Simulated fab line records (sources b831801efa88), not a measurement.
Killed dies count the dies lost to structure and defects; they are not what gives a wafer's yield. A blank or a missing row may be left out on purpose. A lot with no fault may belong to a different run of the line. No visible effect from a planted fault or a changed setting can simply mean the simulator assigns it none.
A single fault, viewed from 2 desks    flow sky130    each desk has only its own numbers; what lay behind them comes last

## AT THE TOOL OWNER'S DESK: pvd_sputter-03
The tool's own readings at SKY_METAL5_SPUTTER_02 (material AlCu, target thk 1150 nm, time 61.2 s): means of the sampled wafers that have a number, for each lot that ran on this tool. Any lot whose mean is over 4 standard deviations away from the usual mean is out of limits and marked OUT; that distance is given in the brackets.
Columns: A = throttle_valve_pct at SKY_METAL5_SPUTTER_02, usual 30.2 %
lot   first seen here  A
L630  day 43 04:36     29.9
L636  day 44 21:07     31.2
L646  day 47 10:49     30.6
This desk's verdict: no lot among the 3 shows anything out of limits.

## AT THE METROLOGY DESK
What the gauges read, lot by lot, whatever tool the lot ran on: means of the sampled wafers that have a number. Any lot whose mean is over 4 standard deviations away from the usual mean is out of limits and marked OUT; that distance is given in the brackets.
Columns: A = METAL5_ALCU_RS at SKY_METAL5_RS_MEAS_05, usual 0.0271 ohm/sq; B = METAL5_ALCU_THK at SKY_METAL5_THK_MEAS_06, usual 1151 nm
lot   first seen here  A       B
L630  day 43 04:45     0.0270  1154
L633  day 43 18:45     0.0271  1154
L635  day 44 10:57     0.0275  1143
L636  day 44 21:15     0.0269  1164
L644  day 47 02:16     0.0265  1172
L645  day 47 06:56     0.0270  1147
L646  day 47 10:59     0.0279  1116
L647  day 47 13:37     0.0276  1128
L648  day 47 20:22     0.0271  1167
This desk's verdict: no lot among the 9 shows anything out of limits.

## TAKEN TOGETHER
Nothing out of limits was seen by the tool owner's desk.
The metrology desk saw nothing out of limits.

## WHAT HAD BEEN PUT IN BY THE SIMULATOR
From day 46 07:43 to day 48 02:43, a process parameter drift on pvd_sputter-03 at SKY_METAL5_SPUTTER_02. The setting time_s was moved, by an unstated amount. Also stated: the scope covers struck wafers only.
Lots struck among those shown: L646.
